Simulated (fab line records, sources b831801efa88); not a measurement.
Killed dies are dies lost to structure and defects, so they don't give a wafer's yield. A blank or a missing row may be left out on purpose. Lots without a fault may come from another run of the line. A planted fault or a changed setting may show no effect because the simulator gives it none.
fab line records | flow sky130
record lots=7 wafers=21 last_day=50
route steps=708 shown PWDE@48 NWELL@56 VT_ADJUST_HVTP@85 PAD_OPEN@708
lots that met no fault: from a run of the same line without faults
start_h: hours from the record's first day to the start of the lot's first wafer shown | wait_h: hours since the lot's step before | " the same as in the row above | L1.1+2: a row that stands for several wafers | - no value, or no start given | * or withheld: withheld | < > ~ a bound
route shown NAME@n: a module of which the file shows steps, and the number in the route of the first | usual: mean/standard deviation of fault-free wafers | same: alike in all rows | chamber/n: place in a boat | sites: the reading at each site | _std_site: their standard deviation | _edge_site: outer sites' mean less inner sites' | radius_mm: how far each site lies from the wafer's centre | mask NAME#n: copy n | behind: the tool/chamber that last shaped the wafer | hold: why the lot was held/for how many hours/how that ended | device: the transistor (n, p or np) that didn't switch | end of line: the same wafers' tests at the end of the route | a step without rows: its recipe alone | killed: dies lost to structure and defects at the first sort, not the wafer's yield | map: a wafer's dies, x killed, . not, _ none there
set.NAME: the setting as run; set.NAME@STEP: as run at that earlier step | model.NAME: the simulator's own value behind a step, which no gauge read
lots at some steps of the route; a table a step, a row a wafer
services: from which hour (start_h, from the record's first day; less than 0 if before it) a tool's chamber was out of use, for how many hours, and why
## steps
# step SKY_PWDE_SOFTBAKE_03
# recipe temp_c=110 time_s=withheld
# step SKY_PWDE_EXPOSE_04
# recipe mask_id=PWDEM na=0.6 source_shape=conventional sigma_outer=0.6 polarization=unpolarized target_cd_nm=840 dose_mj=214
# step SKY_PWDE_PEB_05
# recipe temp_c=115 time_s=withheld
# step SKY_PWDE_DEVELOP_06
# recipe wall_angle_deg=90 developer=TMAH develop_time_s=60 dev_temp_c=23
# step SKY_PWDE_OVL_MEAS_07
# usual PWDE_OVL=-0.5/1.5
# columns lot.wafer tool chamber start_h wait_h PWDE_OVL[nm]
L877.1 overlay-02 - 80.84 - -3.5
L877.5 " - " " -4.1
L877.6 " - " " -3.6
L880.4 overlay-01 - 88.15 - -0.6
L880.5 " - " " -1.2
L880.6 " - " " -1.7
L886.3 overlay-01 - 123.85 - 0.9
L886.4 " - " " 1.5
L886.5 " - " " 1.0
L887.1 overlay-02 - 129.44 - -1.4
L887.5 " - " " -1.5
L887.6 " - " " 0.4
L888.1 overlay-01 - 138.09 - -0.2
L888.4 " - " " 0.3
L888.6 " - " " -0.5
L894.1 overlay-01 - 165.64 - 0.1
L894.4 " - " " 0.2
L894.6 " - " " 0.4
L898.3 overlay-01 - 190.84 - 1.5
L898.5 " - " " 1.1
L898.6 " - " " 0.8
# step SKY_PWDE_IMPLANT_08
# recipe species=B energy_kev=150 dose_cm2=3.6e+12 tilt_deg=withheld
# step SKY_PWDE_STRIP_09
# recipe chemistry=O2/N2 power_w=1400 pressure_mtorr=1500 platen_temp_c=withheld o2_flow_sccm=3000 n2_flow_sccm=300 overash_fraction=0.5
# usual drypump_motor_current_A=6.1/0.42 oes_product_au=0.723/0.0041 strip_time_to_endpoint_s=36.90/0.11
# columns lot.wafer tool chamber start_h wait_h drypump_motor_current_A oes_product_au rf_hours_counter_h strip_time_to_endpoint_s
L877.1 plasma_asher-02 0 81.02 0.1 5.5 0.722 37 37.00
L877.5 " 0 " " 5.5 0.723 - 36.94
L877.6 " 1 " " 5.9 0.715 - 36.89
L880.4 plasma_asher-02 1 88.36 0.1 5.9 0.720 - 36.83
L880.5 " 0 " " 5.5 0.714 - 36.77
L880.6 " 1 " " 5.9 0.724 - 36.77
L886.3 plasma_asher-02 1 124.06 0.1 5.9 0.724 - 37.06
L886.4 " 0 " " 5.5 0.721 - 36.94
L886.5 " 0 " " 5.5 0.720 - 36.78
L887.1 plasma_asher-03 1 129.62 0.1 6.8 0.721 31 36.97
L887.5 " 0 " " 5.9 0.722 - 37.01
L887.6 " 1 " " 6.8 0.727 - 36.82
L888.1 plasma_asher-04 0 138.27 0.1 6.5 0.724 44 37.01
L888.4 " 1 " " 6.3 0.731 - 36.97
L888.6 " 0 " " 6.5 0.723 - 37.00
L894.1 plasma_asher-02 0 165.82 0.1 5.5 0.723 45 36.81
L894.4 " 0 " " 5.5 0.727 - 36.70
L894.6 " 1 " " 5.9 0.724 - 36.70
L898.3 plasma_asher-04 0 191.04 0.1 6.5 0.721 - 36.83
L898.5 " 0 " " 6.5 0.719 - 36.90
L898.6 " 1 " " 6.3 0.716 - 36.85
# step SKY_PWDE_TW_MEAS_10
# usual PWDE_TW=371/5.2
# columns lot.wafer tool chamber start_h wait_h PWDE_TW
L877.1 film_metro-04 - 81.12 0.1 377
L877.5 " - " " 378
L877.6 " - " " 379
L880.4 film_metro-04 - 88.45 0.1 379
L880.5 " - " " 379
L880.6 " - " " 380
L886.3 film_metro-03 - 124.14 0.1 367
L886.4 " - " " 364
L886.5 " - " " 366
L887.1 film_metro-03 - 129.72 0.1 365
L887.5 " - " " 368
L887.6 " - " " 367
L888.1 film_metro-03 - 138.37 0.1 365
L888.4 " - " " 364
L888.6 " - " " 366
L894.1 film_metro-01 - 165.92 0.1 368
L894.4 " - " " 369
L894.6 " - " " 369
L898.3 film_metro-04 - 191.13 0.1 380
L898.5 " - " " 380
L898.6 " - " " 380
# step SKY_NWELL_DEHYDRATE_03
# recipe temp_c=200 time_s=60
# step SKY_NWELL_HMDS_04
# recipe prime_time_s=60 prime_temp_c=120
# step SKY_NWELL_COAT_05
# recipe spin_rpm=2000 resist_thk_nm=3000
# step SKY_NWELL_SOFTBAKE_06
# recipe temp_c=110 time_s=withheld
# step SKY_NWELL_EXPOSE_07
# recipe mask_id=NWM na=0.6 source_shape=conventional sigma_outer=0.6 polarization=unpolarized target_cd_nm=840 dose_mj=255
# usual focus_offset_nm=0.0/0.53 reticle_temp_C=22.98/0.096
# same sigma_outer=0.6
# columns lot.wafer tool chamber start_h wait_h mask focus_offset_nm reticle_temp_C
L877.1 iline_stepper-02 0 90.39 - NWM#0 -0.2 22.88
L877.5 " 0 " " NWM#0 -0.1 22.93
L877.6 " 0 " " NWM#0 -0.5 22.91
L880.4 iline_stepper-01 0 97.45 - NWM#0 -0.8 22.80
L880.5 " 0 " " NWM#0 -0.4 22.87
L880.6 " 0 " " NWM#0 -0.2 22.91
L886.3 iline_stepper-02 0 133.50 - NWM#0 0.0 22.78
L886.4 " 0 " " NWM#0 0.5 23.09
L886.5 " 0 " " NWM#0 -0.7 23.04
L887.1 iline_stepper-02 0 140.20 - NWM#0 0.1 22.92
L887.5 " 0 " " NWM#0 -0.1 23.04
L887.6 " 0 " " NWM#0 0.1 22.96
L888.1 iline_stepper-02 0 148.57 - NWM#0 -1.5 22.97
L888.4 " 0 " " NWM#0 -0.1 22.88
L888.6 " 0 " " NWM#0 -0.6 23.01
L894.1 iline_stepper-01 0 176.60 - NWM#0 -0.1 23.08
L894.4 " 0 " " NWM#0 -0.3 22.99
L894.6 " 0 " " NWM#0 0.0 22.92
L898.3 iline_stepper-01 0 202.47 - NWM#0 -0.8 23.04
L898.5 " 0 " " NWM#0 -0.2 22.95
L898.6 " 0 " " NWM#0 -0.5 22.97
# step SKY_NWELL_PEB_08
# recipe temp_c=115 time_s=withheld
# step SKY_NWELL_DEVELOP_09
# recipe wall_angle_deg=90 developer=TMAH develop_time_s=60 dev_temp_c=23
# step SKY_NWELL_OVL_MEAS_10
# usual NWELL_00_OVL=-0.5/1.4
# columns lot.wafer tool chamber start_h wait_h NWELL_00_OVL[nm]
L877.1 overlay-02 - 98.34 - 0.8
L877.5 " - " " 0.6
L877.6 " - " " 0.9
L880.4 overlay-01 - 106.60 - 2.7
L880.5 " - " " 1.2
L880.6 " - " " 1.9
L886.3 overlay-01 - 143.47 - -0.4
L886.4 " - " " -0.1
L886.5 " - " " -2.0
L887.1 overlay-01 - 150.11 - 3.0
L887.5 " - " " 0.2
L887.6 " - " " 0.9
L888.1 overlay-02 - 157.97 - 0.1
L888.4 " - " " -0.9
L888.6 " - " " -0.3
L894.1 overlay-01 - 187.24 - -0.7
L894.4 " - " " -0.7
L894.6 " - " " -1.6
L898.3 overlay-02 - 214.07 - -0.1
L898.5 " - " " 0.3
L898.6 " - " " 0.2
# step SKY_NWELL_IMPLANT_11
# recipe species=P energy_kev=400 dose_cm2=1.9e+13 tilt_deg=withheld
# step SKY_NWELL_IMPLANT_12
# recipe species=P energy_kev=120 dose_cm2=1.3e+12 tilt_deg=withheld
# step SKY_NWELL_IMPLANT_13
# recipe species=P energy_kev=50 dose_cm2=7e+11 tilt_deg=withheld
# step SKY_NWELL_STRIP_14
# recipe chemistry=O2/N2 power_w=1400 pressure_mtorr=1500 platen_temp_c=withheld o2_flow_sccm=3000 n2_flow_sccm=300 overash_fraction=0.5
# usual drypump_motor_current_A=5.9/0.48 oes_product_au=0.722/0.005 strip_time_to_endpoint_s=36.84/0.1
# columns lot.wafer tool chamber start_h wait_h drypump_motor_current_A oes_product_au rf_hours_counter_h strip_time_to_endpoint_s
L877.1 plasma_asher-02 1 98.82 0.1 5.9 0.723 39 36.84
L877.5 " 0 " " 5.5 0.717 - 36.84
L877.6 " 1 " " 5.9 0.730 - 36.99
L880.4 plasma_asher-02 1 107.11 0.1 5.9 0.717 - 36.87
L880.5 " 0 " " 5.5 0.727 - 36.82
L880.6 " 1 " " 5.9 0.717 - 36.83
L886.3 plasma_asher-01 1 143.98 0.1 5.6 0.728 - 36.89
L886.4 " 0 " " 5.1 0.718 - 36.78
L886.5 " 1 " " 5.6 0.723 - 36.78
L887.1 plasma_asher-01 0 150.59 0.1 5.1 0.713 3 36.79
L887.5 " 1 " " 5.6 0.724 - 36.72
L887.6 " 0 " " 5.1 0.715 - 36.69
L888.1 plasma_asher-04 1 158.46 0.1 6.3 0.719 46 36.68
L888.4 " 1 " " 6.3 0.713 - 36.80
L888.6 " 0 " " 6.5 0.723 - 36.67
L894.1 plasma_asher-01 1 187.72 0.1 5.6 0.729 7 37.00
L894.4 " 1 " " 5.6 0.718 - 37.10
L894.6 " 0 " " 5.1 0.731 - 36.89
L898.3 plasma_asher-04 1 214.58 0.1 6.3 0.721 - 36.92
L898.5 " 0 " " 6.5 0.730 - 36.77
L898.6 " 1 " " 6.3 0.713 - 36.77
# step SKY_NWELL_TW_MEAS_15
# usual NWELL_TW=1802/25
# columns lot.wafer tool chamber start_h wait_h NWELL_TW
L877.1 film_metro-01 - 98.92 0.1 1810
L877.5 " - " " 1802
L877.6 " - " " 1797
L880.4 film_metro-01 - 107.20 0.1 1792
L880.5 " - " " 1799
L880.6 " - " " 1804
L886.3 film_metro-04 - 144.06 0.1 1853
L886.4 " - " " 1849
L886.5 " - " " 1844
L887.1 film_metro-03 - 150.69 0.1 1775
L887.5 " - " " 1787
L887.6 " - " " 1772
L888.1 film_metro-03 - 158.56 0.1 1799
L888.4 " - " " 1785
L888.6 " - " " 1784
L894.1 film_metro-01 - 187.82 0.1 1797
L894.4 " - " " 1800
L894.6 " - " " 1794
L898.3 film_metro-03 - 214.66 0.1 1784
L898.5 " - " " 1783
L898.6 " - " " 1792
# step SKY_NWELL_DEHYDRATE_16
# recipe temp_c=200 time_s=60
# step SKY_NWELL_HMDS_17
# recipe prime_time_s=60 prime_temp_c=120
# step SKY_NWELL_COAT_18
# recipe spin_rpm=2000 resist_thk_nm=3000
# step SKY_NWELL_SOFTBAKE_19
# recipe temp_c=110 time_s=withheld
# step SKY_NWELL_EXPOSE_20
# recipe mask_id=NWM_COMPLEMENT na=0.6 source_shape=conventional sigma_outer=0.6 polarization=unpolarized target_cd_nm=840 dose_mj=260
# step SKY_NWELL_PEB_21
# recipe temp_c=115 time_s=withheld
# step SKY_NWELL_DEVELOP_22
# recipe wall_angle_deg=90 developer=TMAH develop_time_s=60 dev_temp_c=23
# step SKY_NWELL_OVL_MEAS_23
# usual NWELL_01_OVL=-0.2/1.6
# columns lot.wafer tool chamber start_h wait_h NWELL_01_OVL[nm]
L877.1 overlay-01 - 116.92 - 1.4
L877.5 " - " " 1.0
L877.6 " - " " 2.6
L880.4 overlay-01 - 126.19 - 2.6
L880.5 " - " " 1.3
L880.6 " - " " 2.5
L886.3 overlay-01 - 164.75 - -1.2
L886.4 " - " " -0.2
L886.5 " - " " 0.2
L887.1 overlay-02 - 171.54 - -0.1
L887.5 " - " " -0.8
L887.6 " - " " -1.4
L888.1 overlay-01 - 179.91 - 2.0
L888.4 " - " " 0.6
L888.6 " - " " 0.6
L894.1 overlay-01 - 210.84 - 2.2
L894.4 " - " " 0.8
L894.6 " - " " 1.4
L898.3 overlay-02 - 237.95 - -3.5
L898.5 " - " " -1.5
L898.6 " - " " -2.6
# step SKY_NWELL_IMPLANT_24
# recipe species=B energy_kev=140 dose_cm2=9.2e+12 tilt_deg=withheld
# step SKY_NWELL_STRIP_25
# recipe chemistry=O2/N2 power_w=1400 pressure_mtorr=1500 platen_temp_c=withheld o2_flow_sccm=3000 n2_flow_sccm=300 overash_fraction=0.5
# usual drypump_motor_current_A=5.9/0.48 oes_product_au=0.723/0.0045 strip_time_to_endpoint_s=36.90/0.094
# columns lot.wafer tool chamber start_h wait_h drypump_motor_current_A oes_product_au rf_hours_counter_h strip_time_to_endpoint_s
L877.1 plasma_asher-04 1 117.11 0.1 6.3 0.725 42 36.89
L877.5 " 1 " " 6.3 0.723 - 37.02
L877.6 " 0 " " 6.5 0.724 - 36.98
L880.4 plasma_asher-01 0 126.39 0.1 5.1 0.728 - 36.80
L880.5 " 0 " " 5.0 0.718 - 36.98
L880.6 " 1 " " 5.6 0.725 - 36.92
L886.3 plasma_asher-02 0 164.96 0.1 5.5 0.725 - 36.81
L886.4 " 1 " " 5.9 0.723 - 36.79
L886.5 " 1 " " 5.9 0.718 - 36.74
L887.1 plasma_asher-01 0 171.72 0.1 5.2 0.725 5 36.93
L887.5 " 1 " " 5.6 0.724 - 36.95
L887.6 " 0 " " 5.1 0.723 - 37.02
L888.1 plasma_asher-01 0 180.09 0.1 5.1 0.733 6 37.00
L888.4 " 0 " " 5.1 0.724 - 37.11
L888.6 " 1 " " 5.6 0.722 - 37.07
L894.1 plasma_asher-02 1 211.02 0.1 5.9 0.723 49 36.90
L894.4 " 0 " " 5.4 0.724 - 36.97
L894.6 " 1 " " 6.0 0.720 - 36.88
L898.3 plasma_asher-04 1 238.15 0.1 6.3 0.728 - 36.97
L898.5 " 1 " " 6.3 0.726 - 36.88
L898.6 " 0 " " 6.5 0.722 - 36.97
# step SKY_NWELL_TW_MEAS_26
# usual NWELL_2_TW=495/7
# columns lot.wafer tool chamber start_h wait_h NWELL_2_TW
L877.1 film_metro-04 - 117.21 0.1 500
L877.5 " - " " 502
L877.6 " - " " 504
L880.4 film_metro-01 - 126.49 0.1 491
L880.5 " - " " 494
L880.6 " - " " 492
L886.3 film_metro-04 - 165.04 0.1 504
L886.4 " - " " 505
L886.5 " - " " 506
L887.1 film_metro-04 - 171.82 0.1 503
L887.5 " - " " 504
L887.6 " - " " 504
L888.1 film_metro-04 - 180.19 0.1 504
L888.4 " - " " 503
L888.6 " - " " 506
L894.1 film_metro-03 - 211.12 0.1 489
L894.4 " - " " 488
L894.6 " - " " 485
L898.3 film_metro-04 - 238.24 0.1 501
L898.5 " - " " 501
L898.6 " - " " 502
# step SKY_NWELL_CLEAN_27
# recipe chemistry=SC1/SC2 mix=1:4:20 temp_c=70 time_s=150 dry=n2_spin
# step SKY_NWELL_RTA_28
# recipe temp_c=1050 time_s=30 idle_temp_c=650 ramp_up_c_per_s=150 ramp_down_c_per_s=90 ambient=N2
# usual lamp_power_pct=25.31/0.054 wafer_temp_C_max=1054.6/0.96
# columns lot.wafer tool chamber start_h wait_h lamp_power_pct wafer_temp_C_max
L877.1 rtp_anneal-02 0 117.37 0.0 25.28 1054.2
L877.5 " 0 " " 25.27 1054.8
L877.6 " 0 " " 25.30 1053.4
L880.4 rtp_anneal-02 0 126.62 0.1 25.27 1054.3
L880.5 " 0 " " 25.31 1054.3
L880.6 " 0 " " 25.29 1054.5
L886.3 rtp_anneal-02 0 165.17 0.0 25.36 1054.9
L886.4 " 0 " " 25.33 1054.3
L886.5 " 0 " " 25.33 1055.2
L887.1 rtp_anneal-02 0 171.93 0.0 25.32 1054.5
L887.5 " 0 " " 25.37 1054.5
L887.6 " 0 " " 25.28 1053.4
L888.1 rtp_anneal-02 0 180.31 0.0 25.21 1057.4
L888.4 " 0 " " 25.39 1057.4
L888.6 " 0 " " 25.38 1054.3
L894.1 rtp_anneal-02 0 211.23 0.0 25.35 1053.8
L894.4 " 0 " " 25.28 1055.8
L894.6 " 0 " " 25.33 1055.0
L898.3 rtp_anneal-02 0 238.37 0.0 25.30 1055.1
L898.5 " 0 " " 25.27 1054.7
L898.6 " 0 " " 25.30 1054.7
# step SKY_NWELL_RS_MEAS_29
# recipe thk_meas_gauge=four-point-probe
# usual NWELL_RS=624.8/1.7
# columns lot.wafer tool chamber start_h wait_h NWELL_RS[ohm/sq]
L877.1 film_metro-03 - 117.47 0.1 626.5
L877.5 " - " " 624.4
L877.6 " - " " 625.0
L880.4 film_metro-04 - 126.73 0.1 623.0
L880.5 " - " " 625.3
L880.6 " - " " 624.1
L886.3 film_metro-04 - 165.28 0.1 626.2
L886.4 " - " " 626.3
L886.5 " - " " 625.5
L887.1 film_metro-01 - 172.03 0.1 626.7
L887.5 " - " " 627.5
L887.6 " - " " 625.9
L888.1 film_metro-03 - 180.41 0.1 622.0
L888.4 " - " " 623.9
L888.6 " - " " 622.8
L894.1 film_metro-01 - 211.33 0.1 624.7
L894.4 " - " " 626.0
L894.6 " - " " 626.7
L898.3 film_metro-03 - 238.48 0.1 623.7
L898.5 " - " " 623.8
L898.6 " - " " 623.9
# step SKY_NWELL_RS_MEAS_31
# recipe thk_meas_gauge=four-point-probe
# usual PWDE_RS=5269/17
# columns lot.wafer tool chamber start_h wait_h PWDE_RS[ohm/sq]
L877.1 film_metro-03 - 117.71 0.1 5255
L877.5 " - " " 5241
L877.6 " - " " 5250
L880.4 film_metro-04 - 126.97 0.1 5265
L880.5 " - " " 5252
L880.6 " - " " 5233
L886.3 film_metro-04 - 165.52 0.1 5273
L886.4 " - " " 5277
L886.5 " - " " 5265
L887.1 film_metro-01 - 172.27 0.1 5258
L887.5 " - " " 5256
L887.6 " - " " 5252
L888.1 film_metro-03 - 180.65 0.1 5286
L888.4 " - " " 5277
L888.6 " - " " 5266
L894.1 film_metro-01 - 211.57 0.1 5300
L894.4 " - " " 5283
L894.6 " - " " 5291
L898.3 film_metro-03 - 238.72 0.1 5281
L898.5 " - " " 5289
L898.6 " - " " 5261
# step SKY_VT_ADJUST_HVTP_DEHYDRATE_00
# recipe temp_c=200 time_s=60
# step SKY_VT_ADJUST_HVTP_HMDS_01
# recipe prime_time_s=60 prime_temp_c=120
# step SKY_VT_ADJUST_HVTP_COAT_02
# recipe resist=NOVOLAK spin_rpm=3000 resist_thk_nm=1140
# step SKY_VT_ADJUST_HVTP_SOFTBAKE_03
# recipe temp_c=90 time_s=60 resist=NOVOLAK
# step SKY_VT_ADJUST_HVTP_EXPOSE_04
# recipe mask_id=HVTPM na=0.6 source_shape=conventional sigma_outer=0.6 polarization=unpolarized target_cd_nm=380 dose_mj=140
# step SKY_PAD_OPEN_PROBE_99
# usual killed_at_M0_to_M3=43/6.4 killed_at_M4_up=3.2/1.8 killed_at_contacts=25/5.5 killed_at_front_end=16/5.2 killed_at_other=0.3/0.49 killed_dies=88/10 killed_open=48/7 killed_short=40/7.1
# same gross_dies=492 killed_at_back_side=0
# columns lot.wafer tool chamber start_h wait_h killed_at_M0_to_M3 killed_at_M4_up killed_at_contacts killed_at_front_end killed_at_other killed_dies killed_open killed_short model.etest.res_nwell.width_nm
L877.1 prober-01 - 1102.03 0.1 43 2 28 24 0 97 46 51 836
L877.5 prober-01 - 1102.23 0.2 55 5 29 17 0 106 66 40 825.3
L877.6 prober-01 - 1102.28 0.2 43 3 30 20 0 96 52 44 838
L880.4 prober-01 - 1112.54 0.2 44 5 26 18 0 93 49 44 847.3
L880.5 prober-01 - 1112.59 0.2 40 4 20 17 1 82 42 40 846.4
L880.6 prober-01 - 1112.64 0.2 50 3 32 13 0 98 51 47 857.6
L886.3 prober-02 - 1150.25 0.2 49 5 27 17 1 99 59 40 843.9
L886.4 prober-02 - 1150.30 0.2 42 2 18 19 0 81 40 41 870
L886.5 prober-02 - 1150.35 0.2 51 8 22 21 0 102 53 49 849.7
L887.1 prober-01 - 1160.78 0.1 48 1 29 29 0 107 67 40 838.9
L887.5 prober-01 - 1160.98 0.2 44 3 28 18 0 93 43 50 837.9
L887.6 prober-01 - 1161.03 0.2 46 1 27 15 0 89 36 53 860.4
L888.1 prober-02 - 1161.90 0.1 44 0 19 7 1 71 39 32 830.2
L888.4 prober-02 - 1162.05 0.2 42 2 29 13 1 87 57 30 852.3
L888.6 prober-02 - 1162.15 0.2 39 2 20 26 0 87 45 42 849.4
L894.1 prober-01 - 1188.35 0.1 38 2 28 25 0 93 40 53 853.3
L894.4 prober-01 - 1188.50 0.2 39 5 34 11 0 89 50 39 855.8
L894.6 prober-01 - 1188.60 0.2 43 6 24 16 0 89 50 39 848.4
L898.3 prober-02 - 1210.35 0.2 33 0 41 22 1 97 54 43 852.2
L898.5 prober-02 - 1210.45 0.2 32 6 27 6 1 72 41 31 853.7
L898.6 prober-02 - 1210.50 0.2 41 2 25 16 0 84 49 35 842.4
# killed by level:class
L877.1 CONTACT:geometric_particle:open=10 VIA1:geometric_particle:open=10 FIELD_ISO:geometric_particle:short=9 POLY_GATE:geometric_particle:open=8 CONTACT:geometric_particle:short=8 VIA1:geometric_particle:short=7 METAL1:geometric_particle:short=6 LI_CONTACT:geometric_particle:open=5
L877.5 VIA3:geometric_particle:open=13 CONTACT:geometric_particle:open=11 LI_CONTACT:geometric_particle:open=9 METAL3:geometric_particle:short=7 VIA1:geometric_particle:open=7 VIA2:geometric_particle:open=7 METAL2:geometric_particle:short=6 LOCAL_INTERCONNECT:geometric_particle:short=5
L877.6 CONTACT:geometric_particle:open=12 METAL2:geometric_particle:short=9 VIA3:geometric_particle:open=7 VIA1:geometric_particle:open=7 POLY_GATE:geometric_particle:open=5 LI_CONTACT:geometric_particle:open=5 CONTACT:geometric_particle:short=5 VIA2:geometric_particle:open=5
L880.4 VIA3:geometric_particle:open=10 METAL1:geometric_particle:short=8 CONTACT:geometric_particle:open=7 LOCAL_INTERCONNECT:geometric_particle:short=6 CONTACT:geometric_particle:short=6 VIA1:geometric_particle:open=6 VIA2:geometric_particle:open=6 FIELD_ISO:geometric_particle:open=4
L880.5 CONTACT:geometric_particle:open=8 METAL1:geometric_particle:short=7 VIA3:geometric_particle:open=7 LOCAL_INTERCONNECT:geometric_particle:short=5 VIA2:geometric_particle:short=5 VIA2:geometric_particle:open=5 FIELD_ISO:geometric_particle:open=4 SPACER:geometric_particle:open=4
L880.6 METAL1:geometric_particle:short=10 VIA1:geometric_particle:open=10 CONTACT:geometric_particle:open=9 LI_CONTACT:geometric_particle:open=8 VIA3:geometric_particle:open=8 LOCAL_INTERCONNECT:geometric_particle:short=7 CONTACT:geometric_particle:short=6 METAL2:geometric_particle:short=6
L886.3 VIA1:geometric_particle:open=15 CONTACT:geometric_particle:open=10 LI_CONTACT:geometric_particle:open=9 VIA2:geometric_particle:open=9 FIELD_ISO:geometric_particle:short=6 VIA3:geometric_particle:open=6 METAL2:geometric_particle:short=5 METAL4:geometric_particle:short=5
L886.4 FIELD_ISO:geometric_particle:short=8 VIA1:geometric_particle:open=8 VIA3:geometric_particle:open=7 CONTACT:geometric_particle:short=6 VIA1:geometric_particle:short=6 FIELD_ISO:geometric_particle:open=5 VIA2:geometric_particle:open=5 METAL3:geometric_particle:short=5
L886.5 VIA1:geometric_particle:open=12 VIA2:geometric_particle:open=10 VIA1:geometric_particle:short=8 FIELD_ISO:geometric_particle:open=6 CONTACT:geometric_particle:open=5 CONTACT:geometric_particle:short=5 LI_CONTACT:geometric_particle:open=5 LOCAL_INTERCONNECT:geometric_particle:short=5
L887.1 CONTACT:geometric_particle:open=13 VIA1:geometric_particle:open=13 FIELD_ISO:geometric_particle:open=10 FIELD_ISO:geometric_particle:short=9 VIA3:geometric_particle:open=9 VIA2:geometric_particle:open=8 POLY_GATE:geometric_particle:short=6 LI_CONTACT:geometric_particle:open=5
L887.5 CONTACT:geometric_particle:short=11 VIA1:geometric_particle:open=9 VIA2:geometric_particle:open=7 CONTACT:geometric_particle:open=6 VIA3:geometric_particle:open=6 VIA3:geometric_particle:short=5 VIA1:geometric_particle:short=5 METAL2:geometric_particle:short=5
L887.6 VIA1:geometric_particle:open=11 LI_CONTACT:geometric_particle:short=6 LI_CONTACT:geometric_particle:open=6 VIA1:geometric_particle:short=6 FIELD_ISO:geometric_particle:short=5 POLY_GATE:geometric_particle:short=5 CONTACT:geometric_particle:open=5 CONTACT:geometric_particle:short=5
L888.1 VIA1:geometric_particle:open=8 VIA2:geometric_particle:open=7 METAL2:geometric_particle:short=5 LI_CONTACT:geometric_particle:open=5 VIA1:geometric_particle:short=5 METAL1:geometric_particle:short=4 CONTACT:geometric_particle:short=4 CONTACT:geometric_particle:open=4
L888.4 CONTACT:geometric_particle:open=15 VIA1:geometric_particle:open=12 METAL1:geometric_particle:short=7 VIA3:geometric_particle:open=5 LI_CONTACT:geometric_particle:open=5 VIA2:geometric_particle:open=5 CONTACT:geometric_particle:short=5 VIA1:geometric_particle:short=4
L888.6 CONTACT:geometric_particle:open=11 POLY_GATE:geometric_particle:short=9 METAL2:geometric_particle:short=8 VIA1:geometric_particle:open=7 VIA2:geometric_particle:open=6 POLY_GATE:geometric_particle:open=5 LI_CONTACT:geometric_particle:open=5 VIA1:geometric_particle:short=5
L894.1 POLY_GATE:geometric_particle:short=9 LI_CONTACT:geometric_particle:open=8 METAL1:geometric_particle:short=8 LI_CONTACT:geometric_particle:short=7 VIA1:geometric_particle:open=7 VIA2:geometric_particle:open=7 POLY_GATE:geometric_particle:open=5 LOCAL_INTERCONNECT:geometric_particle:short=5
L894.4 CONTACT:geometric_particle:open=11 METAL1:geometric_particle:short=8 LI_CONTACT:geometric_particle:open=7 VIA1:geometric_particle:open=6 VIA2:geometric_particle:open=6 VIA3:geometric_particle:open=6 LOCAL_INTERCONNECT:geometric_particle:short=5 CONTACT:geometric_particle:short=5
L894.6 LI_CONTACT:geometric_particle:open=9 VIA1:geometric_particle:open=9 METAL1:geometric_particle:short=8 VIA2:geometric_particle:open=7 POLY_GATE:geometric_particle:open=5 FIELD_ISO:geometric_particle:short=4 FIELD_ISO:geometric_particle:open=4 LI_CONTACT:geometric_particle:short=4
L898.3 CONTACT:geometric_particle:open=14 FIELD_ISO:geometric_particle:open=10 LI_CONTACT:geometric_particle:open=10 CONTACT:geometric_particle:short=8 VIA1:geometric_particle:open=7 VIA3:geometric_particle:open=7 FIELD_ISO:geometric_particle:short=5 LOCAL_INTERCONNECT:geometric_particle:short=5
L898.5 CONTACT:geometric_particle:open=10 LI_CONTACT:geometric_particle:open=10 VIA3:geometric_particle:open=8 METAL2:geometric_particle:short=7 METAL4:geometric_particle:short=6 VIA1:geometric_particle:open=4 VIA2:geometric_particle:open=4 METAL3:geometric_particle:short=4
L898.6 CONTACT:geometric_particle:open=13 VIA1:geometric_particle:open=7 VIA3:geometric_particle:open=7 METAL2:geometric_particle:short=6 FIELD_ISO:geometric_particle:short=5 VIA2:geometric_particle:open=5 VIA1:geometric_particle:short=5 FIELD_ISO:geometric_particle:open=4
## services
# columns tool chamber start_h hours kind
plasma_asher-03 - 70.67 3.5 repair
iline_stepper-02 - 92.26 10.1 repair
iline_stepper-01 - 102.40 4.3 pm
plasma_asher-01 - 108.75 9.0 pm
plasma_asher-01 0 108.75 9.0 vent_cycle
plasma_asher-01 1 108.75 9.0 vent_cycle
iline_stepper-02 - 113.26 1.7 pm
plasma_asher-01 0 117.75 - clean
plasma_asher-01 1 117.75 - clean
rtp_anneal-02 - 130.30 4.6 pm
plasma_asher-01 - 182.78 4.0 pm
plasma_asher-01 - 203.59 14.6 pm
iline_stepper-01 - 234.00 1.7 pm
## key
first_sign none at tools or gauges
model_effect step=SKY_PAD_OPEN_PROBE_99 value=etest.res_nwell.width_nm without=833.2 struck=858
met_at SKY_NWELL_EXPOSE_07
struck_wafers L886.4,L887.6,L888.4,L888.6
tester_left_out L886,L887,L888
onset_between 90.39 133.50
fault kind=process_parameter_drift tool=iline_stepper-02 chamber=- onset_h=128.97 steps=SKY_NWELL_EXPOSE_07 channel=focus_nm offset=492.44 shape=step end_h=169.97 scope=struck_wafers_only
# tester_left_out: of these lots the tester's yield and bins aren't shown, on N5 and GAA mostly nor the transistor test; their killed dies are dies lost to structure and defects alone, not to doping, threshold or leakage, so they don't give the yield
